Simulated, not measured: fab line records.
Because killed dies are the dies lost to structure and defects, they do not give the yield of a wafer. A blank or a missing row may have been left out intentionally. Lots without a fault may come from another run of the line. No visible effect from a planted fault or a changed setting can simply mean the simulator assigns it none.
Comparing a struck lot with a sound one	flow sky130	43 steps out of a route of 708
Sound: these wafers, L806.1, L806.3, L806.4. The struck wafers were L817.2, L817.3, L817.4. The cause is named last.
Each step with rows lists, per side, the tool, then ch with its chambers, then its first start. Under that, the readings that differ: sound wafers	struck wafers	difference of the means	sigmas: that difference in standard deviations of wafers without a fault.
alike: a reading whose means differ by less than 2 such deviations, as well as words and numbers matching on both sides. not compared: withheld readings; readings where some wafer has no value; bounds like >300 that might hide an equal value; numbers whose values overlap and for which the record gives no deviation.
Wherever a step has rows on one side only, a row that says differs or no value, or a row with sigmas, the two part there. Numbers that have no deviation but don't overlap get no sigmas and don't part them. Lack of a reading on every wafer of one side parts them only where that side has two or more wafers.

SKY_LDD_P_OVL_MEAS_08:
  sound: overlay-02 at day 20 15:18; struck: overlay-02 at day 23 23:25
  alike: LDD_P_OVL
then, 1 step without rows for these wafers: SKY_LDD_P_IMPLANT_09.
SKY_LDD_P_STRIP_10: strips in O2/N2.
  sound on plasma-asher-04 ch 0,1, day 20 15:29; struck on plasma-asher-02 ch 0,1, day 23 23:36
  alike: chamber-pressure-mTorr, drypump-motor-current-A, oes-product-au, strip-time-to-endpoint-s
  not compared: rf-hours-counter-h
SKY_LDD_P_TW_MEAS_11:
  sound: film-metro-03 at day 20 15:35; struck: film-metro-03 at day 23 23:43
  alike: LDD_P_TW
then, 7 steps without rows for these wafers: SKY_LDD_HVN_DEHYDRATE_00 (time 60 s); SKY_LDD_HVN_HMDS_01 (prime time 60 s); SKY_LDD_HVN_COAT_02 (resist thk 300 nm); SKY_LDD_HVN_SOFTBAKE_03 (time 60 s); SKY_LDD_HVN_EXPOSE_04 (exposes mask HVNTM, target cd 700 nm); SKY_LDD_HVN_PEB_05; SKY_LDD_HVN_DEVELOP_06 (develop time 60 s).
SKY_LDD_HVN_OVL_MEAS_07:
  sound: overlay-02 at day 21 21:59; struck: overlay-02 at day 25 05:38
  alike: LDD_HVN_OVL
SKY_LDD_HVN_IMPLANT_08:
  sound on implanter-03 ch 0, day 21 22:01; struck on implanter-03 ch 0, day 25 05:41
SKY_LDD_HVN_STRIP_09: strips in O2/N2.
  sound on plasma-asher-04 ch 0,1, day 21 22:10; struck on plasma-asher-04 ch 0,1, day 25 05:49
reading	sound	struck	difference	sigmas
oes-product-au (a.u.)	0.417 0.409 0.412	0.400 0.410 0.396	-0.011	-2
  alike: chamber-pressure-mTorr, drypump-motor-current-A, strip-time-to-endpoint-s
  not compared: rf-hours-counter-h
SKY_LDD_HVN_TW_MEAS_10:
  sound: film-metro-02 at day 21 22:16; struck: film-metro-02 at day 25 05:56
  alike: LDD_HVN_TW
then, 7 steps without rows for these wafers: SKY_LDD_HVP_DEHYDRATE_00 (time 60 s); SKY_LDD_HVP_HMDS_01 (prime time 60 s); SKY_LDD_HVP_COAT_02 (resist thk 300 nm); SKY_LDD_HVP_SOFTBAKE_03 (time 60 s); SKY_LDD_HVP_EXPOSE_04 (exposes mask HVPTM, target cd 700 nm); SKY_LDD_HVP_PEB_05; SKY_LDD_HVP_DEVELOP_06 (develop time 60 s).
SKY_LDD_HVP_OVL_MEAS_07:
  sound: overlay-01 at day 23 04:32; struck: overlay-02 at day 26 11:09
  alike: LDD_HVP_OVL
then, 1 step without rows for these wafers: SKY_LDD_HVP_IMPLANT_08.
SKY_LDD_HVP_STRIP_09: strips in O2/N2.
  sound on plasma-asher-03 ch 0,1, day 23 04:43; struck on plasma-asher-01 ch 0,1, day 26 11:20
reading	sound	struck	difference	sigmas
oes-product-au (a.u.)	0.402 0.399 0.407	0.410 0.416 0.409	+0.009	+2
  alike: chamber-pressure-mTorr, drypump-motor-current-A, strip-time-to-endpoint-s
  not compared: rf-hours-counter-h
SKY_LDD_HVP_TW_MEAS_10:
  sound: film-metro-02 at day 23 04:49; struck: film-metro-02 at day 26 11:26
  alike: LDD_HVP_TW
then, 7 steps without rows for these wafers: SKY_LDD_LDN_DEHYDRATE_00 (time 60 s); SKY_LDD_LDN_HMDS_01 (prime time 60 s); SKY_LDD_LDN_COAT_02 (resist thk 1140 nm); SKY_LDD_LDN_SOFTBAKE_03 (time 60 s); SKY_LDD_LDN_EXPOSE_04 (exposes mask LDNTM, target cd 700 nm); SKY_LDD_LDN_PEB_05; SKY_LDD_LDN_DEVELOP_06 (develop time 60 s).
SKY_LDD_LDN_OVL_MEAS_07:
  sound: overlay-01 at day 24 10:24; struck: overlay-02 at day 27 17:09
  alike: LDD_LDN_OVL
then, 4 steps without rows for these wafers: SKY_LDD_LDN_IMPLANT_08; SKY_LDD_LDN_IMPLANT_09; SKY_LDD_LDN_IMPLANT_10; SKY_LDD_LDN_IMPLANT_11.
SKY_LDD_LDN_STRIP_12: strips in O2/N2.
  sound on plasma-asher-02 ch 0,1, day 24 11:02; struck on plasma-asher-02 ch 0,1, day 27 17:47
  alike: chamber-pressure-mTorr, drypump-motor-current-A, oes-product-au, strip-time-to-endpoint-s
  not compared: rf-hours-counter-h
SKY_LDD_LDN_TW_MEAS_13:
  sound: film-metro-03 at day 24 11:08; struck: film-metro-03 at day 27 17:53
  alike: LDD_LDN_TW
then, 2 steps without rows for these wafers: SKY_LDD_LDN_CLEAN_14 (cleans in SC1/SC2, time 150 s); SKY_SPACER_CVD_00 (deposits Si3N4 from DCS/NH3, target thk 43.1 nm, time 740 s).
-- the record jumps here: 21 days lie between the struck wafers' starts before and after (it left off in module SPACER and takes up again in module PAD_OPEN, whose first step shown is number 708 of the route) --
SKY_PAD_OPEN_PROBE_99:
  sound: prober-02 at day 46 20:03; struck: prober-02 at day 49 01:07
reading	sound	struck	difference	sigmas
model.etest.tip_n_5v.rs-ohm-sq-range	27.94 24.62 36.15	274.4 249.9 255.7	+230.4	
model.etest.tip_n_5v.rs-ohm-sq-rim-less-centre	12.25 5.547 1.702	83.16 75.34 78.78	+72.59	
  alike: killed_at_M0_to_M3, killed_at_M4_up, killed-at-contacts, killed-at-front-end, killed-at-other, killed-dies, killed-open, killed-short
  not compared: model.etest.nfet-g5v0d10v5.vt-v-range

## WHERE THEY PART
At SKY_LDD_HVN_STRIP_09 first; at SKY_LDD_HVP_STRIP_09 last (within this record only). Later steps at which nothing parts them and some readings are alike: SKY_LDD_HVP_TW_MEAS_10, SKY_LDD_LDN_OVL_MEAS_07, SKY_LDD_LDN_STRIP_12, SKY_LDD_LDN_TW_MEAS_13, SKY_PAD_OPEN_PROBE_99.

WHY: what the simulator had put in
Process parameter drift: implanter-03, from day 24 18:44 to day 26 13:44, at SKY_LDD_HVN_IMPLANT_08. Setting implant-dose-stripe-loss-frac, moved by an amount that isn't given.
